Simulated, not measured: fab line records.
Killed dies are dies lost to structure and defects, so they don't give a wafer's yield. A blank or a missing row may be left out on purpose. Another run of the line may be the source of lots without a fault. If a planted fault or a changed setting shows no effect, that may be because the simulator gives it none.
2 desks, one fault | flow sky130 | only its own numbers are on each desk; what lay behind them is given at the end

## AT THE TOOL OWNER'S DESK: litho_track-01
For each lot that ran on this tool, the mean over its sampled wafers that have a number, from the tool's own readings at SKY_NWELL_SOFTBAKE_06. Any lot whose mean is over 4 standard deviations away from the usual mean is out of limits and marked OUT; that distance is given in the brackets.
Columns: A = heater_power_total_W at SKY_NWELL_SOFTBAKE_06, usual 65.30 W; B = plate_temp_C at SKY_NWELL_SOFTBAKE_06, usual 109.99 C
lot  | first seen here | A               | B
L632 | day 4 20:20     | 65.40           | 109.81
L633 | day 5 00:43     | 65.30           | 109.81
L635 | day 5 10:26     | 65.35           | 110.05
L642 | day 7 19:05     | 65.30           | 109.86
L643 | day 7 20:41     | 70.67 (+38) OUT | 116.49 (+43) OUT
L645 | day 8 07:35     | 70.53 (+37) OUT | 116.39 (+43) OUT
L647 | day 8 10:35     | 70.48 (+37) OUT | 116.57 (+44) OUT
This desk finds L643, L645, L647 out of limits, L643 being first, at day 7 20:41 (heater_power_total_W at SKY_NWELL_SOFTBAKE_06). In limits: L632, L633, L635, L642.

## THE METROLOGY DESK
What the gauges read, lot by lot, whatever tool the lot ran on: means of the sampled wafers that have a number. Any lot whose mean is over 4 standard deviations away from the usual mean is out of limits and marked OUT; that distance is given in the brackets.
Columns: A = VIA1_W_THK at SKY_VIA1_THK_MEAS_23, usual 273 nm
lot  | first seen here | A
L631 | day 34 09:25    | 270
L632 | day 34 14:20    | 276
L633 | day 34 19:05    | 275
L635 | day 35 14:01    | 271
L637 | day 36 19:03    | 270
L638 | day 36 19:37    | 277
L640 | day 37 08:29    | 275
L642 | day 38 11:21    | 272
L643 | day 38 15:01    | 275
L647 | day 39 04:14    | 277
L645 | day 39 05:40    | 273
L652 | day 40 17:58    | 272
Result from this desk: across the 12 lots, nothing is out of limits.

## BROUGHT TOGETHER
The tool owner's desk had the chance to raise an alarm at day 7 20:41 on L643, L645, L647.
Nothing out of limits was seen by the metrology desk.
The metrology desk holds a record of L643, L645, L647, inside its limits.
On litho_track-01, each named lot ran SKY_NWELL_SOFTBAKE_06.

## WHAT THE SIMULATOR HAD INSERTED
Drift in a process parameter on litho_track-01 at SKY_NWELL_SOFTBAKE_06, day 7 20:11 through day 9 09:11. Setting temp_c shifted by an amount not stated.
Struck lots among those shown: L643, L645, L647.
Time in hours from fault onset to the first out-of-limits reading at each desk: the tool owner's desk, 0.
